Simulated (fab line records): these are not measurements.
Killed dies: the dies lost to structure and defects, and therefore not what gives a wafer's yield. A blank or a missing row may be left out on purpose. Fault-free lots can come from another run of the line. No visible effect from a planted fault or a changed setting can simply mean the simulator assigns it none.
2 desks, one fault    flow sky130    numbers are kept per desk, each desk with only its own; the story behind them comes last

## METROLOGY DESK
What the gauges read, lot by lot, whatever tool the lot ran on: means of the sampled wafers that have a number. A lot is out of limits, marked OUT, if its mean lies more than 4 standard deviations from the usual mean; the brackets give that distance.
Columns: A = cd-nm at SKY_VIA1_CD_MEAS_12, usual 150.0 nm; B = VIA1_OVL at SKY_VIA1_OVL_MEAS_13, usual -1 nm
lot   first seen here  A      B
L486  day 33 22:55     149.2  -3
L488  day 34 11:35     146.8  -3
L497  day 38 01:43     153.5  0
L501  day 39 05:21     149.0  4
L508  day 40 22:35     148.8  -2
L509  day 41 00:44     147.7  -1
This desk's verdict: no lot among the 6 shows anything out of limits.

## FOR THE TOOL OWNER'S DESK: pvd-sputter-03
The tool's own readings at SKY_VIA1_SPUTTER_20 (material TiN, target thk 20 nm, time 80 s): means of the sampled wafers that have a number, for each lot that ran on this tool. A lot is out of limits, marked OUT, if its mean lies more than 4 standard deviations from the usual mean; the brackets give that distance.
Columns: A = cathode-dc-power-W at SKY_VIA1_SPUTTER_20, usual 4000.0 W; B = throttle-valve-pct at SKY_VIA1_SPUTTER_20, usual 29.6 %
lot   first seen here  A                         B
L486  day 33 23:44     3999.9                    30.3
L497  day 38 02:36     3817.0 (-99 or more) OUT  29.9
L501  day 39 06:09     3816.3 (-99 or more) OUT  30.1
Finding of this desk: L497, L501 out of limits; the first was L497 at day 38 02:36, on cathode-dc-power-W at SKY_VIA1_SPUTTER_20. L486 stayed within limits.

## PUT TOGETHER
On L497, L501, at day 38 02:36, an alarm was possible from the tool owner's desk.
Nothing out of limits was seen by the metrology desk.
The metrology desk has L497, L501 on record, within its limits.
The lots listed all ran SKY_VIA1_SPUTTER_20 on pvd-sputter-03.

## WHAT THE SIMULATOR HAD PUT IN
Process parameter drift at SKY_VIA1_SPUTTER_20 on pvd-sputter-03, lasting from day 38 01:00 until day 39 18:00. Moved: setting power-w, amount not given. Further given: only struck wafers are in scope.
Struck lots among those shown: L497, L501.
How many hours passed from the start of the fault until each desk's first out-of-limits reading: the tool owner's desk, 2.
